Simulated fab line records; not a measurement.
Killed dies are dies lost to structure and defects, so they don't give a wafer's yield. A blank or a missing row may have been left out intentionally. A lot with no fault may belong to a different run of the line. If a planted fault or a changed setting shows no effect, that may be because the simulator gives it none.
fab line records	flow gf180mcu
[record] lots = 5	wafers = 15	last_day = 34
route steps=602 shown NSD@235 PSD@248
lots that met no fault: taken from a fault-free run of the same line
start_h: the number of hours between the record's first day and the start of the first shown wafer of the lot	wait_h: hours elapsed since this lot's preceding step	" as in the row above	L1.1+2: one row covering several wafers at once	- no value present, or no start provided	* or withheld: withheld	< > ~ a bound
route shown NAME@n: a module of which the file shows steps, and the number in the route of the first	usual: the fault-free wafers' mean and standard deviation	same: alike in all rows	chamber/n: place in a boat	sites: the reading at each site	_std_site: the values' standard deviation	_edge_site: outer sites' mean less inner sites'	radius_mm: how far each site lies from the wafer's centre	mask NAME#n: copy n	behind: the last tool/chamber to shape the wafer	hold: cause of the lot's hold/its duration in hours/its outcome	device: the n, p or np transistor that did not switch	end of line: the same wafers' tests at the end of the route	step lacking rows: just its recipe	killed: count of dies lost to structure and defects at first sort (not the wafer's yield)	map: dies across one wafer; x = killed, . = not, _ = none there
set.NAME: the setting the step ran with; set.NAME@STEP: the setting that earlier step ran with	model.NAME: the simulator's own value behind a step, which no gauge read
certain route steps with their lots: each step a table, each wafer a row
services: a tool's chamber out of use, with start hour (start_h, from the record's first day; less than 0 if before it), hours out, and reason
[[steps]]
[step GF_NSD_DEHYDRATE_00]
[recipe] temp_c = 200	time_s = 60
lot.wafer	tool	chamber	start_h	wait_h
L074.1+3+5	litho_track-04	0	288.84	9.0
L077.2+3+5	litho_track-01	0	321.98	10.1
L086.2+4+6	litho_track-01	0	395.28	11.1
L089.4+5+6	litho_track-04	0	418.21	11.0
L093.1+4+5	litho_track-01	0	455.15	12.3
[step GF_NSD_HMDS_01]
[recipe] prime_time_s = 60	prime_temp_c = 120
lot.wafer	tool	chamber	start_h	wait_h
L074.1+3+5	litho_track-04	0	288.99	0.1
L077.2+3+5	litho_track-01	0	322.13	0.1
L086.2+4+6	litho_track-01	0	395.43	0.1
L089.4+5+6	litho_track-04	0	418.36	0.1
L093.1+4+5	litho_track-01	0	455.30	0.1
[step GF_NSD_COAT_02]
[recipe] resist = NOVOLAK	spin_rpm = 3000	resist_thk_nm = 1000
lot.wafer	tool	chamber	start_h	wait_h
L074.1+3+5	litho_track-04	0	289.14	0.1
L077.2+3+5	litho_track-01	0	322.28	0.1
L086.2+4+6	litho_track-01	0	395.58	0.1
L089.4+5+6	litho_track-04	0	418.51	0.1
L093.1+4+5	litho_track-01	0	455.45	0.1
[step GF_NSD_SOFTBAKE_03]
[recipe] temp_c = 90	time_s = 60	resist = NOVOLAK
lot.wafer	tool	chamber	start_h	wait_h
L074.1+3+5	litho_track-04	0	289.29	0.1
L077.2+3+5	litho_track-01	0	322.43	0.1
L086.2+4+6	litho_track-01	0	395.73	0.1
L089.4+5+6	litho_track-04	0	418.66	0.1
L093.1+4+5	litho_track-01	0	455.60	0.1
[step GF_NSD_EXPOSE_04]
[recipe] mask_id = Nplus	target_cd_nm = 400	na = 0.6	source_shape = conventional	sigma_outer = 0.6	dose_mj = 140
[same] na = 0.6
lot.wafer	tool	chamber	start_h	wait_h	mask
L074.1+3+5	iline_stepper-01	0	-	-	Nplus#0
L077.2+3+5	iline_stepper-02	0	-	-	Nplus#0
L086.2+4+6	iline_stepper-01	0	-	-	Nplus#0
L089.4+5+6	iline_stepper-01	0	-	-	Nplus#0
L093.1+4+5	iline_stepper-02	0	-	-	Nplus#0
[step GF_NSD_PEB_05]
[recipe] temp_c = withheld	time_s = *	resist = NOVOLAK
lot.wafer	tool	chamber	start_h	wait_h
L074.1+3+5	litho_track-04	0	-	-
L077.2+3+5	litho_track-04	0	-	-
L086.2+4+6	litho_track-01	0	-	-
L089.4+5+6	litho_track-01	0	-	-
L093.1+4+5	litho_track-01	0	-	-
[step GF_NSD_DEVELOP_06]
[recipe] develop_time_s = 60	dev_temp_c = 23
[same] develop_time_s = 60
lot.wafer	tool	chamber	start_h	wait_h
L074.1+3+5	litho_track-04	0	300.04	0.1
L077.2+3+5	litho_track-04	0	332.71	0.1
L086.2+4+6	litho_track-01	0	407.73	0.1
L089.4+5+6	litho_track-01	0	431.28	0.1
L093.1+4+5	litho_track-01	0	467.45	0.1
[step GF_NSD_CD_MEAS_07]
[recipe] target_cd_nm = 400
[usual] cd_nm = 400.3/2.7
lot.wafer	tool	chamber	start_h	wait_h	cd_nm
L074.1	cd_sem-02	-	300.19	0.1	400.6
L074.3	"	-	"	"	400.9
L074.5	"	-	"	"	399.4
L077.2	cd_sem-01	-	332.86	0.1	396.7
L077.3	"	-	"	"	397.6
L077.5	"	-	"	"	396.1
L086.2	cd_sem-01	-	407.94	0.2	394.3
L086.4	"	-	"	"	396.9
L086.6	"	-	"	"	400.0
L089.4	cd_sem-01	-	431.41	0.1	403.0
L089.5	"	-	"	"	403.8
L089.6	"	-	"	"	402.9
L093.1	cd_sem-02	-	467.60	0.1	398.7
L093.4	"	-	"	"	399.5
L093.5	"	-	"	"	399.1
[step GF_NSD_OVL_MEAS_08]
[usual] NSD_OVL = 0.5/1.7
lot.wafer	tool	chamber	start_h	wait_h	NSD_OVL[nm]
L074.1	overlay-01	-	300.31	0.1	1.2
L074.3	"	-	"	"	2.8
L074.5	"	-	"	"	1.0
L077.2	overlay-02	-	332.96	0.1	2.5
L077.3	"	-	"	"	3.8
L077.5	"	-	"	"	2.3
L086.2	overlay-01	-	408.04	0.1	-1.9
L086.4	"	-	"	"	-0.9
L086.6	"	-	"	"	-1.1
L089.4	overlay-02	-	431.49	0.1	-1.6
L089.5	"	-	"	"	-0.9
L089.6	"	-	"	"	-0.7
L093.1	overlay-01	-	467.72	0.1	-0.5
L093.4	"	-	"	"	0.1
L093.5	"	-	"	"	1.1
[step GF_NSD_IMPLANT_09]
[recipe] species = As	energy_kev = 60	dose_cm2 = 4e+15	tilt_deg = 7
[usual] dose_ions_cm2 = 4e+15/4.7e+12	faraday_current_uA = 12408/740
lot.wafer	tool	chamber	start_h	wait_h	dose_ions_cm2	faraday_current_uA
L074.1	implanter-01	0	300.34	0.0	3.996e+15	12613
L074.3	"	0	"	"	3.994e+15	12793
L074.5	"	0	"	"	3.996e+15	13021
L077.2	implanter-02	0	333.02	0.0	4.009e+15	12759
L077.3	"	0	"	"	4.008e+15	12893
L077.5	"	0	"	"	4.002e+15	12775
L086.2	implanter-03	0	408.10	0.0	3.995e+15	11491
L086.4	"	0	"	"	3.995e+15	11210
L086.6	"	0	"	"	4.008e+15	11440
L089.4	implanter-01	0	431.59	0.1	4.004e+15	13326
L089.5	"	0	"	"	4.003e+15	12907
L089.6	"	0	"	"	4.004e+15	13027
L093.1	implanter-02	0	467.76	0.0	4.006e+15	12398
L093.4	"	0	"	"	4e+15	12796
L093.5	"	0	"	"	4.012e+15	12760
[step GF_NSD_IMPLANT_10]
[recipe] species = P	energy_kev = 40	dose_cm2 = 5e+14	tilt_deg = 7
[usual] dose_ions_cm2 = 5e+14/6.2e+11	faraday_current_uA = 2796/57
lot.wafer	tool	chamber	start_h	wait_h	dose_ions_cm2	faraday_current_uA
L074.1	implanter-01	0	300.49	0.1	4.995e+14	2744
L074.3	"	0	"	"	4.997e+14	2814
L074.5	"	0	"	"	4.995e+14	2794
L077.2	implanter-02	0	333.17	0.1	5.001e+14	2815
L077.3	"	0	"	"	5.002e+14	2810
L077.5	"	0	"	"	5.001e+14	2766
L086.2	implanter-03	0	408.25	0.1	4.994e+14	2850
L086.4	"	0	"	"	4.992e+14	2757
L086.6	"	0	"	"	4.987e+14	2706
L089.4	implanter-01	0	431.74	0.1	4.998e+14	2769
L089.5	"	0	"	"	5.009e+14	2893
L089.6	"	0	"	"	4.999e+14	2912
L093.1	implanter-02	0	467.91	0.1	5.006e+14	2803
L093.4	"	0	"	"	5.003e+14	2792
L093.5	"	0	"	"	4.992e+14	2631
[step GF_NSD_STRIP_11]
[recipe] chemistry = O2/N2	power_w = 1400	pressure_mtorr = 1500	platen_temp_c = 250	o2_flow_sccm = 3000	n2_flow_sccm = 300	overash_fraction = 0.5
[usual] drypump_motor_current_A = 5.6/0.4	heater_power_w = 335/34	oes_product_au = 0.487/0.0045	strip_time_to_endpoint_s = 22.98/0.051
lot.wafer	tool	chamber	start_h	wait_h	drypump_motor_current_A	heater_power_w	oes_product_au	rf_hours_counter_h	strip_time_to_endpoint_s
L074.1	plasma_asher-03	0	300.64	0.1	6.0	401	0.484	67	22.95
L074.3	"	1	"	"	4.9	297	0.484	-	22.96
L074.5	"	0	"	"	6.0	402	0.487	-	22.96
L077.2	plasma_asher-02	0	333.29	0.1	5.6	323	0.491	20	22.97
L077.3	"	1	"	"	5.9	323	0.492	-	22.96
L077.5	"	1	"	"	5.9	331	0.483	-	22.96
L086.2	plasma_asher-02	0	408.37	0.1	5.6	320	0.488	27	23.07
L086.4	"	0	"	"	5.6	319	0.496	-	23.06
L086.6	"	0	"	"	5.6	324	0.492	-	23.01
L089.4	plasma_asher-03	1	431.84	0.1	4.8	302	0.493	-	23.05
L089.5	"	1	"	"	4.9	288	0.501	-	23.06
L089.6	"	0	"	"	6.0	407	0.487	-	23.06
L093.1	plasma_asher-02	1	468.06	0.1	5.9	324	0.488	34	22.99
L093.4	"	1	"	"	5.9	331	0.490	-	22.98
L093.5	"	1	"	"	5.9	333	0.493	-	23.02
[step GF_NSD_TW_MEAS_12]
[usual] NSD_TW = 4231/44
lot.wafer	tool	chamber	start_h	wait_h	NSD_TW
L074.1	film_metro-02	-	300.74	0.1	4246
L074.3	"	-	"	"	4243
L074.5	"	-	"	"	4256
L077.2	film_metro-03	-	333.40	0.1	4214
L077.3	"	-	"	"	4174
L077.5	"	-	"	"	4171
L086.2	film_metro-02	-	408.48	0.1	4220
L086.4	"	-	"	"	4225
L086.6	"	-	"	"	4227
L089.4	film_metro-02	-	431.94	0.1	4248
L089.5	"	-	"	"	4199
L089.6	"	-	"	"	4206
L093.1	film_metro-03	-	468.16	0.1	4207
L093.4	"	-	"	"	4184
L093.5	"	-	"	"	4184
[step GF_PSD_DEHYDRATE_00]
[recipe] temp_c = 200	time_s = 60
lot.wafer	tool	chamber	start_h	wait_h
L074.1+3+5	litho_track-03	0	310.06	9.3
L077.2+3+5	litho_track-03	0	343.44	10.0
L086.2+4+6	litho_track-01	0	419.63	11.1
L089.4+5+6	litho_track-03	0	443.28	11.3
L093.1+4+5	litho_track-02	0	480.31	12.1
[step GF_PSD_HMDS_01]
[recipe] prime_time_s = 60	prime_temp_c = 120
lot.wafer	tool	chamber	start_h	wait_h
L074.1+3+5	litho_track-03	0	310.21	0.1
L077.2+3+5	litho_track-03	0	343.59	0.1
L086.2+4+6	litho_track-01	0	419.78	0.1
L089.4+5+6	litho_track-03	0	443.43	0.1
L093.1+4+5	litho_track-02	0	480.46	0.1
[step GF_PSD_COAT_02]
[recipe] resist = NOVOLAK	spin_rpm = 3000	resist_thk_nm = 1000
lot.wafer	tool	chamber	start_h	wait_h
L074.1+3+5	litho_track-03	0	310.36	0.1
L077.2+3+5	litho_track-03	0	343.74	0.1
L086.2+4+6	litho_track-01	0	419.93	0.1
L089.4+5+6	litho_track-03	0	443.58	0.1
L093.1+4+5	litho_track-02	0	480.61	0.1
[step GF_PSD_SOFTBAKE_03]
[recipe] temp_c = 90	time_s = 60	resist = NOVOLAK
lot.wafer	tool	chamber	start_h	wait_h
L074.1+3+5	litho_track-03	0	310.51	0.1
L077.2+3+5	litho_track-03	0	343.89	0.1
L086.2+4+6	litho_track-01	0	420.08	0.1
L089.4+5+6	litho_track-03	0	443.73	0.1
L093.1+4+5	litho_track-02	0	480.76	0.1
[step GF_PSD_EXPOSE_04]
[recipe] mask_id = Pplus	target_cd_nm = 400	na = 0.6	source_shape = conventional	sigma_outer = 0.6	dose_mj = 140
[same] na = 0.6
lot.wafer	tool	chamber	start_h	wait_h	mask
L074.1+3+5	iline_stepper-01	0	-	-	Pplus#0
L077.2+3+5	iline_stepper-02	0	-	-	Pplus#0
L086.2+4+6	iline_stepper-02	0	-	-	Pplus#0
L089.4+5+6	iline_stepper-02	0	-	-	Pplus#0
L093.1+4+5	iline_stepper-01	0	-	-	Pplus#0
[step GF_PSD_PEB_05]
[recipe] temp_c = withheld	time_s = *	resist = NOVOLAK
lot.wafer	tool	chamber	start_h	wait_h
L074.1+3+5	litho_track-01	0	-	-
L077.2+3+5	litho_track-02	0	-	-
L086.2+4+6	litho_track-02	0	-	-
L089.4+5+6	litho_track-02	0	-	-
L093.1+4+5	litho_track-02	0	-	-
[step GF_PSD_DEVELOP_06]
[recipe] develop_time_s = 60	dev_temp_c = 23
[same] develop_time_s = 60
lot.wafer	tool	chamber	start_h	wait_h
L074.1+3+5	litho_track-01	0	321.51	0.1
L077.2+3+5	litho_track-02	0	355.23	0.1
L086.2+4+6	litho_track-02	0	431.98	0.1
L089.4+5+6	litho_track-02	0	456.93	0.1
L093.1+4+5	litho_track-02	0	491.96	0.1
[step GF_PSD_CD_MEAS_07]
[recipe] target_cd_nm = 400
[usual] cd_nm = 400.3/2.4
lot.wafer	tool	chamber	start_h	wait_h	cd_nm
L074.1	cd_sem-01	-	321.66	0.1	401.2
L074.3	"	-	"	"	402.1
L074.5	"	-	"	"	399.8
L077.2	cd_sem-02	-	355.38	0.1	402.4
L077.3	"	-	"	"	404.2
L077.5	"	-	"	"	403.7
L086.2	cd_sem-01	-	432.13	0.1	400.0
L086.4	"	-	"	"	398.7
L086.6	"	-	"	"	402.9
L089.4	cd_sem-01	-	457.07	0.1	396.4
L089.5	"	-	"	"	400.0
L089.6	"	-	"	"	396.5
L093.1	cd_sem-02	-	492.11	0.1	400.3
L093.4	"	-	"	"	397.6
L093.5	"	-	"	"	398.2
[step GF_PSD_OVL_MEAS_08]
[usual] PSD_OVL = -0.7/1.4
lot.wafer	tool	chamber	start_h	wait_h	PSD_OVL[nm]
L074.1	overlay-02	-	321.78	0.1	0.8
L074.3	"	-	"	"	0.9
L074.5	"	-	"	"	-0.1
L077.2	overlay-01	-	355.48	0.1	-2.5
L077.3	"	-	"	"	-2.7
L077.5	"	-	"	"	-2.9
L086.2	overlay-01	-	432.23	0.1	-3.0
L086.4	"	-	"	"	0.1
L086.6	"	-	"	"	-3.4
L089.4	overlay-01	-	457.14	0.1	-0.8
L089.5	"	-	"	"	-1.4
L089.6	"	-	"	"	-0.1
L093.1	overlay-02	-	492.23	0.1	-1.6
L093.4	"	-	"	"	-2.5
L093.5	"	-	"	"	-1.4
[step GF_PSD_IMPLANT_09]
[recipe] species = BF2	energy_kev = 40	dose_cm2 = 1.5e+15	tilt_deg = 7
[usual] dose_ions_cm2 = 1.4996e+15/1.6e+12	faraday_current_uA = 8285/160
lot.wafer	tool	chamber	start_h	wait_h	dose_ions_cm2	faraday_current_uA
L074.1	implanter-01	0	321.81	0.0	1.499e+15	8197
L074.3	"	0	"	"	1.502e+15	8153
L074.5	"	0	"	"	1.5009e+15	8410
L077.2	implanter-04	0	355.54	0.0	1.4984e+15	8455
L077.3	"	0	"	"	1.5003e+15	8358
L077.5	"	0	"	"	1.5e+15	8414
L086.2	implanter-03	0	432.29	0.0	1.502e+15	8303
L086.4	"	0	"	"	1.4995e+15	8264
L086.6	"	0	"	"	1.4998e+15	8239
L089.4	implanter-03	0	457.24	0.1	1.4998e+15	8559
L089.5	"	0	"	"	1.4997e+15	8280
L089.6	"	0	"	"	1.5e+15	8201
L093.1	implanter-01	0	492.26	0.0	1.5029e+15	8636
L093.4	"	0	"	"	1.5004e+15	8259
L093.5	"	0	"	"	1.5005e+15	8482
[step GF_PSD_STRIP_10]
[recipe] chemistry = O2/N2	power_w = 1400	pressure_mtorr = 1500	platen_temp_c = 250	o2_flow_sccm = 3000	n2_flow_sccm = 300	overash_fraction = 0.5
[usual] drypump_motor_current_A = 5.5/0.45	heater_power_w = 354/41	oes_product_au = 0.592/0.0044	strip_time_to_endpoint_s = 16.53/0.042
lot.wafer	tool	chamber	start_h	wait_h	drypump_motor_current_A	heater_power_w	oes_product_au	rf_hours_counter_h	strip_time_to_endpoint_s
L074.1	plasma_asher-03	0	321.96	0.1	6.0	399	0.591	70	16.49
L074.3	"	1	"	"	4.9	307	0.592	-	16.48
L074.5	"	0	"	"	6.0	398	0.600	-	16.56
L077.2	plasma_asher-03	0	355.66	0.1	6.0	399	0.597	74	16.48
L077.3	"	1	"	"	4.8	293	0.591	-	16.48
L077.5	"	1	"	"	4.8	303	0.591	-	16.56
L086.2	plasma_asher-03	0	432.41	0.1	6.0	402	0.600	82	16.55
L086.4	"	1	"	"	4.9	293	0.597	-	16.50
L086.6	"	1	"	"	4.8	290	0.593	-	16.55
L089.4	plasma_asher-04	0	457.34	0.1	5.1	346	0.591	-	16.52
L089.5	"	1	"	"	5.6	378	0.583	-	16.46
L089.6	"	0	"	"	5.1	352	0.585	-	16.55
L093.1	plasma_asher-01	0	492.41	0.1	5.9	313	0.598	6	16.62
L093.4	"	0	"	"	5.9	322	0.593	-	16.56
L093.5	"	1	"	"	5.7	355	0.591	-	16.56
[[services]]
tool	chamber	start_h	hours	kind
iline_stepper-02	-	267.78	1.7	pm
iline_stepper-02	-	271.13	4.4	pm
plasma_asher-02	-	277.30	6.2	repair
implanter-02	-	286.75	0.6	repair
plasma_asher-04	-	288.04	3.2	repair
iline_stepper-01	-	308.12	2.1	pm
implanter-01	-	314.91	3.3	repair
iline_stepper-02	-	322.88	0.8	repair
iline_stepper-01	-	342.95	4.4	pm
plasma_asher-02	-	346.42	10.3	pm
implanter-01	-	379.56	1.5	repair
iline_stepper-01	-	396.48	2.1	repair
implanter-01	-	398.92	5.3	repair
implanter-01	-	398.96	1.6	repair
plasma_asher-01	-	414.76	14.6	pm
litho_track-02	-	419.66	-	consumable_replace:filter
implanter-03	-	419.97	1.1	repair
plasma_asher-01	-	429.36	9.0	pm
plasma_asher-01	-	433.02	1.7	repair
implanter-02	-	439.52	4.4	pm
iline_stepper-02	-	461.17	9.6	repair
plasma_asher-03	-	476.98	0.5	repair
iline_stepper-01	-	483.41	2.3	repair
iline_stepper-02	-	485.96	1.7	pm
[[key]]
fault none
